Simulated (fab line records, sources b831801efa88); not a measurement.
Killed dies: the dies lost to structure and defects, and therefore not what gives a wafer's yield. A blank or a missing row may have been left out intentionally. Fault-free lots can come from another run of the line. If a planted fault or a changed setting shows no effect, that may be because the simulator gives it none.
fab line records	flow sky130
record: lots: 24	wafers: 72	last-day: 51
route steps=708 shown CONTACT@411 METAL1@435 VIA1@479 METAL3@563
lots untouched by any fault: they come from a run of this same line in which no faults occurred
start-h: hours from the record's first day to the start of the lot's first wafer shown	wait-h: how many hours have passed since the lot's step before this one	" identical to the entry in the row above	L1.1+2: a single row standing in for several wafers	- no value, or no start given	* or withheld: withheld	< > ~ a bound
route shown NAME@n: a module of which the file shows steps, and the number in the route of the first	usual: mean/standard deviation of fault-free wafers	same: alike in all rows	chamber/n: place in a boat	sites: per-site readings	_std_site: how widely they spread, as a standard deviation	_edge_site: outer sites' mean less inner sites'	radius-mm: for every site, how far away it sits from the centre of the wafer	mask NAME#n: copy n	behind: the most recent tool/chamber to have shaped the wafer	hold: why the lot was held/for how many hours/how that ended	device: the n, p or np transistor that did not switch	end of line: tests run on the same wafers once the route is complete	a step given without rows: its recipe and nothing more	killed: dies that structure and defects cost at the first sort, which is not the same as the wafer's yield	map: a wafer's dies, marking killed ones x, the rest . and places with no die _
set.NAME: the setting the step ran with; set.NAME@STEP: the setting that earlier step ran with	model.NAME: the simulator's own value behind a step, which no gauge read
a sample of lots followed through the steps of the route, with each step as a table and each wafer as a row
services: the hour from which a tool's chamber was out of use, counted from the record's first day as start-h (under 0 if before that day), plus the number of hours and why
== steps ==
step: SKY_CONTACT_BOW_MEAS_05
recipe: mode: bow
usual: CONTACT_BOW: 82/7.1
lot.wafer	tool	chamber	start-h	wait-h	CONTACT_BOW[um]
L074.1	film-metro-01	-	712.00	0.1	85
L074.2	"	-	"	"	86
L074.3	"	-	"	"	89
L075.3	film-metro-01	-	724.58	0.2	83
L075.5	"	-	"	"	85
L075.6	"	-	"	"	66
L076.2	film-metro-04	-	728.24	0.2	89
L076.4	"	-	"	"	88
L076.5	"	-	"	"	103
L077.1	film-metro-01	-	743.46	0.1	72
L077.2	"	-	"	"	86
L077.5	"	-	"	"	71
L079.1	film-metro-02	-	764.42	0.2	78
L079.2	"	-	"	"	77
L079.5	"	-	"	"	84
L080.1	film-metro-01	-	764.72	0.2	76
L080.2	"	-	"	"	86
L080.3	"	-	"	"	93
L078.1	film-metro-04	-	765.63	0.1	87
L078.4	"	-	"	"	78
L078.6	"	-	"	"	82
L081.1	film-metro-02	-	767.88	0.2	80
L081.3	"	-	"	"	86
L081.4	"	-	"	"	80
L082.1	film-metro-02	-	786.82	0.2	78
L082.2	"	-	"	"	92
L082.4	"	-	"	"	85
L083.1	film-metro-01	-	790.74	0.1	75
L083.4	"	-	"	"	84
L083.6	"	-	"	"	99
L085.2	film-metro-04	-	798.22	0.2	78
L085.4	"	-	"	"	80
L085.5	"	-	"	"	86
L084.1	film-metro-02	-	803.25	0.1	85
L084.3	"	-	"	"	85
L084.4	"	-	"	"	90
L086.2	film-metro-04	-	806.65	0.3	71
L086.4	"	-	"	"	79
L086.5	"	-	"	"	74
L087.4	film-metro-02	-	816.79	0.3	81
L087.5	"	-	"	"	76
L087.6	"	-	"	"	72
L088.1	film-metro-01	-	822.79	0.2	81
L088.5	"	-	"	"	79
L088.6	"	-	"	"	88
L089.1	film-metro-01	-	832.45	0.2	90
L089.5	"	-	"	"	82
L089.6	"	-	"	"	77
L090.2	film-metro-01	-	840.43	0.2	66
L090.3	"	-	"	"	79
L090.4	"	-	"	"	79
L092.3	film-metro-02	-	856.43	0.1	80
L092.5	"	-	"	"	77
L092.6	"	-	"	"	65
L091.1	film-metro-04	-	860.29	0.1	83
L091.2	"	-	"	"	79
L091.4	"	-	"	"	83
L093.1	film-metro-02	-	861.40	0.2	71
L093.5	"	-	"	"	98
L093.6	"	-	"	"	81
L094.1	film-metro-02	-	872.46	0.1	81
L094.2	"	-	"	"	89
L094.6	"	-	"	"	71
L096.1	film-metro-02	-	878.92	0.1	77
L096.3	"	-	"	"	84
L096.4	"	-	"	"	76
L095.1	film-metro-02	-	885.57	0.1	81
L095.2	"	-	"	"	80
L095.4	"	-	"	"	73
L097.1	film-metro-01	-	899.57	0.2	86
L097.5	"	-	"	"	90
L097.6	"	-	"	"	94
step: SKY_METAL1_SPUTTER_01
recipe: material: TiN	target-thk-nm: 20	power-w: 6500	time-s: 16.7	chamber-pressure-pa: 0.4
usual: throttle-valve-pct: 29.8/1.1
lot.wafer	tool	chamber	start-h	wait-h	throttle-valve-pct
L074.1	pvd-sputter-02	-	741.63	0.0	29.2
L074.2	"	-	"	"	31.4
L074.3	"	-	"	"	29.9
L075.3	pvd-sputter-03	-	753.36	0.0	28.6
L075.5	"	-	"	"	31.6
L075.6	"	-	"	"	30.2
L076.2	pvd-sputter-02	-	757.36	0.0	27.6
L076.4	"	-	"	"	29.9
L076.5	"	-	"	"	29.2
L077.1	pvd-sputter-03	-	773.31	0.0	30.1
L077.2	"	-	"	"	28.4
L077.5	"	-	"	"	31.3
L079.1	pvd-sputter-02	-	792.85	0.0	27.2
L079.2	"	-	"	"	29.2
L079.5	"	-	"	"	29.2
L080.1	pvd-sputter-03	-	793.03	0.0	29.6
L080.2	"	-	"	"	28.8
L080.3	"	-	"	"	30.3
L078.1	pvd-sputter-02	-	794.08	0.0	31.4
L078.4	"	-	"	"	29.5
L078.6	"	-	"	"	29.1
L081.1	pvd-sputter-02	-	796.38	0.0	31.3
L081.3	"	-	"	"	29.9
L081.4	"	-	"	"	29.1
L082.1	pvd-sputter-01	-	815.49	0.0	29.7
L082.2	"	-	"	"	30.3
L082.4	"	-	"	"	29.7
L083.1	pvd-sputter-03	-	819.75	0.0	30.0
L083.4	"	-	"	"	30.1
L083.6	"	-	"	"	30.0
L085.2	pvd-sputter-02	-	826.74	0.0	27.4
L085.4	"	-	"	"	31.6
L085.5	"	-	"	"	31.6
L084.1	pvd-sputter-03	-	831.16	0.0	29.9
L084.3	"	-	"	"	31.3
L084.4	"	-	"	"	30.1
L086.2	pvd-sputter-01	-	835.05	0.0	29.7
L086.4	"	-	"	"	30.3
L086.5	"	-	"	"	29.6
L087.4	pvd-sputter-01	-	845.80	0.0	29.8
L087.5	"	-	"	"	29.9
L087.6	"	-	"	"	30.4
L088.1	pvd-sputter-01	-	850.98	0.0	29.8
L088.5	"	-	"	"	29.6
L088.6	"	-	"	"	29.6
L089.1	pvd-sputter-02	-	860.33	0.0	27.6
L089.5	"	-	"	"	27.2
L089.6	"	-	"	"	29.4
L090.2	pvd-sputter-03	-	868.05	0.0	30.1
L090.3	"	-	"	"	31.5
L090.4	"	-	"	"	29.9
L092.3	pvd-sputter-01	-	884.30	0.0	30.7
L092.5	"	-	"	"	29.9
L092.6	"	-	"	"	30.1
L091.1	pvd-sputter-01	-	888.01	0.0	30.1
L091.2	"	-	"	"	30.4
L091.4	"	-	"	"	29.6
L093.1	pvd-sputter-02	-	889.58	0.0	31.4
L093.5	"	-	"	"	29.8
L093.6	"	-	"	"	31.8
L094.1	pvd-sputter-01	-	899.51	0.0	29.8
L094.2	"	-	"	"	29.9
L094.6	"	-	"	"	30.2
L096.1	pvd-sputter-01	-	906.82	0.0	29.7
L096.3	"	-	"	"	29.8
L096.4	"	-	"	"	30.0
L095.1	pvd-sputter-01	-	913.05	0.0	29.9
L095.2	"	-	"	"	30.3
L095.4	"	-	"	"	29.6
L097.1	pvd-sputter-02	-	926.96	0.0	29.3
L097.5	"	-	"	"	29.3
L097.6	"	-	"	"	27.0
step: SKY_VIA1_CVD_21
recipe: material: W	target-thk-nm: 270	time-s: 80.902	temp-c: 400	pressure-torr: 40
usual: chamber-pressure-Torr: 40.00/0.086	heater-power-w: 909/71
lot.wafer	tool	chamber	start-h	wait-h	chamber-pressure-Torr	heater-power-w
L074.1	cvd-w-02	1	800.29	0.0	39.84	927
L074.2	"	0	"	"	40.03	813
L074.3	"	0	"	"	40.03	811
L075.3	cvd-w-01	0	810.02	0.1	40.01	1007
L075.5	"	1	"	"	40.08	1010
L075.6	"	0	"	"	40.08	994
L076.2	cvd-w-02	1	814.44	0.0	40.01	915
L076.4	"	0	"	"	39.99	819
L076.5	"	1	"	"	40.00	895
L077.1	cvd-w-01	1	829.34	0.0	39.90	1003
L077.2	"	0	"	"	39.81	1012
L077.5	"	1	"	"	39.90	985
L079.1	cvd-w-02	0	849.51	0.0	39.95	797
L079.2	"	1	"	"	40.01	902
L079.5	"	1	"	"	39.94	898
L080.1	cvd-w-01	1	849.74	0.0	39.90	986
L080.2	"	0	"	"	39.97	993
L080.3	"	0	"	"	39.97	978
L078.1	cvd-w-02	1	850.09	0.0	39.95	911
L078.4	"	1	"	"	40.04	905
L078.6	"	1	"	"	40.08	892
L081.1	cvd-w-01	0	852.51	0.0	39.91	1002
L081.3	"	0	"	"	39.91	1014
L081.4	"	1	"	"	40.14	979
L082.1	cvd-w-02	0	872.27	0.0	40.01	795
L082.2	"	1	"	"	40.10	942
L082.4	"	1	"	"	39.98	925
L083.1	cvd-w-01	1	875.52	0.0	39.98	995
L083.4	"	1	"	"	39.93	999
L083.6	"	0	"	"	39.88	959
L085.2	cvd-w-02	1	881.25	0.0	40.04	915
L085.4	"	0	"	"	39.99	796
L085.5	"	0	"	"	39.95	813
L084.1	cvd-w-02	1	886.85	0.0	40.19	913
L084.3	"	1	"	"	40.11	916
L084.4	"	0	"	"	40.06	832
L086.2	cvd-w-01	0	890.71	0.0	39.97	996
L086.4	"	1	"	"	40.08	992
L086.5	"	0	"	"	39.94	980
L087.4	cvd-w-02	1	900.56	0.1	40.02	923
L087.5	"	0	"	"	39.90	820
L087.6	"	1	"	"	40.01	934
L088.1	cvd-w-02	0	906.32	0.1	40.09	787
L088.5	"	0	"	"	40.19	821
L088.6	"	1	"	"	40.11	920
L089.1	cvd-w-02	0	915.66	0.0	40.05	806
L089.5	"	1	"	"	39.91	915
L089.6	"	0	"	"	39.92	801
L090.2	cvd-w-01	1	921.83	0.0	40.04	924
L090.3	"	1	"	"	40.04	938
L090.4	"	0	"	"	40.01	938
L092.3	cvd-w-02	1	937.88	0.1	40.10	923
L092.5	"	0	"	"	39.89	799
L092.6	"	1	"	"	39.89	916
L091.1	cvd-w-01	1	941.30	0.0	40.06	923
L091.2	"	0	"	"	39.97	954
L091.4	"	0	"	"	39.99	957
L093.1	cvd-w-01	1	942.90	0.0	39.89	947
L093.5	"	1	"	"	40.01	957
L093.6	"	0	"	"	40.00	936
L094.1	cvd-w-01	0	952.25	0.0	39.90	939
L094.2	"	1	"	"	40.06	943
L094.6	"	1	"	"	40.12	927
L096.1	cvd-w-02	0	959.25	0.0	40.14	829
L096.3	"	0	"	"	40.06	818
L096.4	"	1	"	"	39.94	906
L095.1	cvd-w-02	1	964.68	0.1	40.10	950
L095.2	"	0	"	"	39.91	826
L095.4	"	0	"	"	39.99	816
L097.1	cvd-w-02	0	978.14	0.0	40.09	827
L097.5	"	0	"	"	39.98	832
L097.6	"	1	"	"	39.85	927
step: SKY_METAL3_CD_MEAS_13
recipe: target-cd-nm: 300
usual: cd-nm: 300.3/1.7
lot.wafer	tool	chamber	start-h	wait-h	cd-nm
L074.1	cd-sem-01	-	910.26	-	302.8
L074.2	"	-	"	"	301.8
L074.3	"	-	"	"	302.4
L075.3	cd-sem-01	-	919.14	-	301.9
L075.5	"	-	"	"	301.4
L075.6	"	-	"	"	302.0
L076.2	cd-sem-01	-	923.42	-	300.7
L076.4	"	-	"	"	301.5
L076.5	"	-	"	"	302.8
L077.1	cd-sem-02	-	937.30	-	300.4
L077.2	"	-	"	"	300.8
L077.5	"	-	"	"	299.8
L079.1	cd-sem-02	-	955.15	-	299.1
L079.2	"	-	"	"	300.1
L079.5	"	-	"	"	299.6
L080.1	cd-sem-02	-	956.51	-	301.2
L080.2	"	-	"	"	302.6
L080.3	"	-	"	"	301.2
L078.1	cd-sem-02	-	956.86	-	300.7
L078.4	"	-	"	"	300.4
L078.6	"	-	"	"	300.8
L081.1	cd-sem-01	-	959.21	-	302.2
L081.3	"	-	"	"	302.4
L081.4	"	-	"	"	302.1
L082.1	cd-sem-02	-	977.46	-	301.0
L082.2	"	-	"	"	299.6
L082.4	"	-	"	"	299.4
L083.1	cd-sem-02	-	979.99	-	300.8
L083.4	"	-	"	"	301.2
L083.6	"	-	"	"	301.6
L085.2	cd-sem-01	-	985.16	-	296.7
L085.4	"	-	"	"	297.4
L085.5	"	-	"	"	296.5
L084.1	cd-sem-02	-	991.40	-	303.3
L084.3	"	-	"	"	304.1
L084.4	"	-	"	"	304.2
L086.2	cd-sem-02	-	995.21	-	300.7
L086.4	"	-	"	"	300.2
L086.5	"	-	"	"	301.0
L087.4	cd-sem-01	-	1004.61	-	301.6
L087.5	"	-	"	"	302.5
L087.6	"	-	"	"	300.5
L088.1	cd-sem-02	-	1009.01	-	299.3
L088.5	"	-	"	"	299.5
L088.6	"	-	"	"	300.3
L089.1	cd-sem-01	-	1017.56	-	297.7
L089.5	"	-	"	"	297.9
L089.6	"	-	"	"	297.0
L090.2	cd-sem-02	-	1024.11	-	299.9
L090.3	"	-	"	"	300.2
L090.4	"	-	"	"	299.4
L092.3	cd-sem-01	-	1036.40	-	301.1
L092.5	"	-	"	"	301.3
L092.6	"	-	"	"	300.9
L091.1	cd-sem-02	-	1041.95	-	299.0
L091.2	"	-	"	"	299.3
L091.4	"	-	"	"	297.7
L093.1	cd-sem-01	-	1043.00	-	299.0
L093.5	"	-	"	"	299.7
L093.6	"	-	"	"	301.0
L094.1	cd-sem-01	-	1050.74	-	296.7
L094.2	"	-	"	"	297.0
L094.6	"	-	"	"	297.2
L096.1	cd-sem-01	-	1058.26	-	300.7
L096.3	"	-	"	"	300.9
L096.4	"	-	"	"	299.8
L095.1	cd-sem-02	-	1062.31	-	299.4
L095.2	"	-	"	"	300.1
L095.4	"	-	"	"	300.8
L097.1	cd-sem-01	-	1073.79	-	301.4
L097.5	"	-	"	"	300.4
L097.6	"	-	"	"	300.7
step: SKY_METAL3_OVL_MEAS_14
usual: METAL3_OVL: 4/4.9
lot.wafer	tool	chamber	start-h	wait-h	METAL3_OVL[nm]
L074.1	overlay-01	-	910.38	0.1	10
L074.2	"	-	"	"	7
L074.3	"	-	"	"	-1
L075.3	overlay-02	-	919.24	0.1	9
L075.5	"	-	"	"	1
L075.6	"	-	"	"	2
L076.2	overlay-01	-	923.53	0.1	4
L076.4	"	-	"	"	2
L076.5	"	-	"	"	-8
L077.1	overlay-01	-	937.42	0.1	2
L077.2	"	-	"	"	14
L077.5	"	-	"	"	2
L079.1	overlay-01	-	955.27	0.1	12
L079.2	"	-	"	"	0
L079.5	"	-	"	"	8
L080.1	overlay-01	-	956.63	0.1	5
L080.2	"	-	"	"	5
L080.3	"	-	"	"	-1
L078.1	overlay-01	-	956.98	0.1	-2
L078.4	"	-	"	"	4
L078.6	"	-	"	"	3
L081.1	overlay-01	-	959.33	0.1	6
L081.3	"	-	"	"	9
L081.4	"	-	"	"	7
L082.1	overlay-02	-	977.58	0.1	-2
L082.2	"	-	"	"	-7
L082.4	"	-	"	"	1
L083.1	overlay-02	-	980.11	0.1	14
L083.4	"	-	"	"	9
L083.6	"	-	"	"	11
L085.2	overlay-01	-	985.27	0.1	5
L085.4	"	-	"	"	8
L085.5	"	-	"	"	3
L084.1	overlay-02	-	991.52	0.1	6
L084.3	"	-	"	"	7
L084.4	"	-	"	"	-1
L086.2	overlay-02	-	995.32	0.1	6
L086.4	"	-	"	"	11
L086.5	"	-	"	"	5
L087.4	overlay-02	-	1004.69	0.1	1
L087.5	"	-	"	"	-3
L087.6	"	-	"	"	7
L088.1	overlay-02	-	1009.13	0.1	5
L088.5	"	-	"	"	14
L088.6	"	-	"	"	8
L089.1	overlay-01	-	1017.68	0.1	-5
L089.5	"	-	"	"	2
L089.6	"	-	"	"	1
L090.2	overlay-01	-	1024.22	0.1	0
L090.3	"	-	"	"	7
L090.4	"	-	"	"	7
L092.3	overlay-02	-	1036.49	0.1	8
L092.5	"	-	"	"	3
L092.6	"	-	"	"	5
L091.1	overlay-02	-	1042.07	0.1	8
L091.2	"	-	"	"	7
L091.4	"	-	"	"	3
L093.1	overlay-01	-	1043.12	0.1	7
L093.5	"	-	"	"	3
L093.6	"	-	"	"	7
L094.1	overlay-01	-	1050.86	0.1	7
L094.2	"	-	"	"	5
L094.6	"	-	"	"	4
L096.1	overlay-02	-	1058.38	0.1	-3
L096.3	"	-	"	"	2
L096.4	"	-	"	"	-6
L095.1	overlay-01	-	1062.43	0.1	2
L095.2	"	-	"	"	3
L095.4	"	-	"	"	5
L097.1	overlay-01	-	1073.91	0.1	8
L097.5	"	-	"	"	3
L097.6	"	-	"	"	5
step: SKY_METAL3_ETCH_16
recipe: chemistry: N2/H2	target: BARC	ion-energy-ev: 200	bias-w: 96.58	pressure-mtorr: 30	n2-flow-sccm: 100	h2-flow-sccm: 200	icp-w: 500	stop-on: SiO2	time-s: 88.2	target-depth-a: 600
usual: drypump-motor-current-A: 5.7/0.49	oes-product-au: 0.626/0.0042	throttle-valve-pct: 13.205/0.0091
lot.wafer	tool	chamber	start-h	wait-h	drypump-motor-current-A	oes-product-au	rf-hours-counter-h	throttle-valve-pct
L074.1	rie-metal-01	0	910.45	0.0	5.1	0.626	5	13.208
L074.2	"	1	"	"	5.9	0.625	6	13.196
L074.3	"	1	"	"	5.9	0.630	-	13.205
L075.3	rie-metal-04	0	919.32	0.0	6.1	0.625	-	13.210
L075.5	"	1	"	"	6.3	0.629	-	13.192
L075.6	"	0	"	"	6.1	0.632	-	13.200
L076.2	rie-metal-01	0	923.59	0.0	5.1	0.623	6	13.208
L076.4	"	1	"	"	6.0	0.623	-	13.205
L076.5	"	1	"	"	5.9	0.628	-	13.197
L077.1	rie-metal-01	0	937.52	0.1	5.1	0.621	7	13.197
L077.2	"	0	"	"	5.1	0.623	-	13.202
L077.5	"	0	"	"	5.1	0.631	-	13.191
L079.1	rie-metal-04	1	955.34	0.0	6.3	0.628	7	13.200
L079.2	"	0	"	"	6.1	0.624	1	13.213
L079.5	"	0	"	"	6.1	0.626	-	13.201
L080.1	rie-metal-02	0	956.70	0.0	5.0	0.629	3	13.212
L080.2	"	1	"	"	5.8	0.626	4	13.199
L080.3	"	0	"	"	5.0	0.633	-	13.215
L078.1	rie-metal-01	0	957.05	0.0	5.1	0.628	8	13.208
L078.4	"	1	"	"	5.9	0.626	-	13.188
L078.6	"	1	"	"	5.9	0.633	-	13.203
L081.1	rie-metal-02	1	959.40	0.0	5.8	0.628	5	13.219
L081.3	"	1	"	"	5.8	0.617	-	13.183
L081.4	"	0	"	"	5.0	0.627	-	13.199
L082.1	rie-metal-04	1	977.65	0.0	6.3	0.623	8	13.210
L082.2	"	0	"	"	6.0	0.628	3	13.200
L082.4	"	0	"	"	6.1	0.624	-	13.192
L083.1	rie-metal-02	1	980.18	0.0	5.8	0.626	6	13.209
L083.4	"	0	"	"	5.0	0.625	-	13.201
L083.6	"	1	"	"	5.8	0.633	-	13.190
L085.2	rie-metal-01	0	985.33	0.0	5.1	0.624	10	13.209
L085.4	"	0	"	"	5.1	0.625	-	13.199
L085.5	"	0	"	"	5.1	0.625	-	13.209
L084.1	rie-metal-04	0	991.59	0.0	6.1	0.625	3	13.196
L084.3	"	0	"	"	6.1	0.629	-	13.202
L084.4	"	1	"	"	6.3	0.626	-	13.208
L086.2	rie-metal-02	1	995.38	0.0	5.8	0.623	7	13.194
L086.4	"	0	"	"	5.0	0.618	-	13.197
L086.5	"	1	"	"	5.8	0.618	-	13.198
L087.4	rie-metal-02	0	1004.77	0.0	5.0	0.629	-	13.203
L087.5	"	0	"	"	5.0	0.636	-	13.208
L087.6	"	1	"	"	5.8	0.633	-	13.201
L088.1	rie-metal-04	1	1009.20	0.0	6.3	0.624	9	13.223
L088.5	"	0	"	"	6.0	0.618	-	13.198
L088.6	"	1	"	"	6.3	0.630	-	13.206
L089.1	rie-metal-01	1	1017.75	0.0	5.9	0.619	11	13.213
L089.5	"	0	"	"	5.1	0.626	-	13.201
L089.6	"	1	"	"	5.9	0.622	-	13.205
L090.2	rie-metal-02	1	1024.28	0.0	5.8	0.626	8	13.192
L090.3	"	1	"	"	5.8	0.621	-	13.198
L090.4	"	0	"	"	5.0	0.617	-	13.197
L092.3	rie-metal-01	0	1036.58	0.0	5.1	0.626	-	13.209
L092.5	"	1	"	"	5.9	0.622	-	13.189
L092.6	"	0	"	"	5.1	0.621	-	13.231
L091.1	rie-metal-01	1	1042.14	0.0	5.9	0.628	13	13.211
L091.2	"	0	"	"	5.1	0.625	14	13.194
L091.4	"	0	"	"	5.1	0.628	-	13.200
L093.1	rie-metal-01	1	1043.19	0.0	6.0	0.623	13	13.191
L093.5	"	0	"	"	5.1	0.631	-	13.202
L093.6	"	1	"	"	5.9	0.627	-	13.199
L094.1	rie-metal-01	0	1050.93	0.0	5.1	0.628	14	13.204
L094.2	"	1	"	"	5.9	0.623	14	13.200
L094.6	"	0	"	"	5.1	0.620	-	13.208
L096.1	rie-metal-04	0	1058.45	0.0	6.1	0.626	7	13.205
L096.3	"	1	"	"	6.3	0.628	-	13.217
L096.4	"	0	"	"	6.1	0.628	-	13.210
L095.1	rie-metal-02	0	1062.50	0.0	5.0	0.627	9	13.200
L095.2	"	1	"	"	5.8	0.623	11	13.200
L095.4	"	0	"	"	5.0	0.629	-	13.215
L097.1	rie-metal-04	1	1073.98	0.0	6.3	0.626	13	13.195
L097.5	"	0	"	"	6.1	0.629	-	13.215
L097.6	"	1	"	"	6.3	0.634	-	13.212
== services ==
tool	chamber	start-h	hours	kind
cvd-w-01	-	725.82	0.8	repair
cvd-w-01	-	736.79	0.7	repair
rie-metal-04	0	741.38	29.8	repair
pvd-sputter-03	-	753.50	4.7	repair
rie-metal-04	-	753.79	2.8	pm
rie-metal-01	1	754.39	13.8	repair
pvd-sputter-02	-	759.96	1.9	repair
rie-metal-01	1	768.19	-	clean
pvd-sputter-02	-	771.96	11.7	repair
cvd-w-01	-	827.64	0.4	repair
rie-metal-04	1	831.56	3.0	repair
rie-metal-04	0	863.55	12.9	repair
rie-metal-04	-	865.75	4.5	repair
cvd-w-01	-	904.00	14.0	pm
cvd-w-01	-	944.92	0.8	repair
cvd-w-01	-	966.15	2.8	pm
pvd-sputter-02	-	997.58	3.0	repair
pvd-sputter-03	-	1000.23	11.2	repair
pvd-sputter-03	-	1010.42	7.7	repair
pvd-sputter-03	-	1017.47	2.0	repair
cvd-w-01	0	1046.10	4.1	repair
pvd-sputter-02	-	1062.33	14.3	repair
cvd-w-02	-	1066.21	0.5	repair
rie-metal-02	-	1073.95	14.6	pm
== key ==
fault none
